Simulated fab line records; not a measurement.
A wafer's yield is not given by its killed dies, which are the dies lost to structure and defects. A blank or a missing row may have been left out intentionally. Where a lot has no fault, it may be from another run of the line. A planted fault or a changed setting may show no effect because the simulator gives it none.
The tool behind it: which one? :: flow gf180mcu :: 6 lots, 18 wafers sampled, at 2 steps of a route of 602

== WHAT THE GAUGES SHOWED, per wafer ==
GF_V5_CD_MEAS_14: the cd target is 260 nm.
lot: L384
measured: day 27 02:10
on: cd-sem-01
cd-nm (nm): 258.1 259.1 259.5

lot: L386
measured: day 27 22:39
on: cd-sem-01
cd-nm (nm): 260.7 260.7 260.5

lot: L390
measured: day 29 05:01
on: cd-sem-02
cd-nm (nm): 258.7 256.4 256.9

lot: L399
measured: day 31 23:24
on: cd-sem-02
cd-nm (nm): 258.6 258.3 258.3

lot: L401
measured: day 32 13:16
on: cd-sem-01
cd-nm (nm): 259.9 261.1 260.4

lot: L405
measured: day 33 12:11
on: cd-sem-02
cd-nm (nm): 258.7 259.0 259.8

== TOOL THAT RAN EACH LOT (tool first, then ch and the chambers of the sampled wafers, then the start) ==
lot: L384
GF_V3_SPUTTER_22: pvd-sputter-03, day 22 07:43

lot: L386
GF_V3_SPUTTER_22: pvd-sputter-03, day 23 07:35

lot: L390
GF_V3_SPUTTER_22: pvd-sputter-03, day 24 17:02

lot: L399
GF_V3_SPUTTER_22: pvd-sputter-04, day 27 22:18

lot: L401
GF_V3_SPUTTER_22: pvd-sputter-04, day 28 14:20

lot: L405
GF_V3_SPUTTER_22: pvd-sputter-03, day 29 15:11
- GF_V3_SPUTTER_22: material TiN, target thk 10 nm, time 40 s.

== THE ANSWER, worked out from the rows above alone ==
Rule: what is usual is taken from the lots themselves. Put in order of their means at a reading, lots are off if they are a third of the lots or fewer, leave a main group of 4 or more, and stand apart from it by a gap of 3 or more times the standard deviation of the main group's means; of several such gaps the widest counts. If all means in a main group match to the digits the tables above print for the reading, that group is not used. Also off: a lot with no number at a reading for which 4 or more lots have one. All remaining lots with rows at the step are treated as sound.
Across all readings shown, no lot is off: no conclusion can be drawn from this.

== WHAT THE SIMULATOR HAD INSERTED ==
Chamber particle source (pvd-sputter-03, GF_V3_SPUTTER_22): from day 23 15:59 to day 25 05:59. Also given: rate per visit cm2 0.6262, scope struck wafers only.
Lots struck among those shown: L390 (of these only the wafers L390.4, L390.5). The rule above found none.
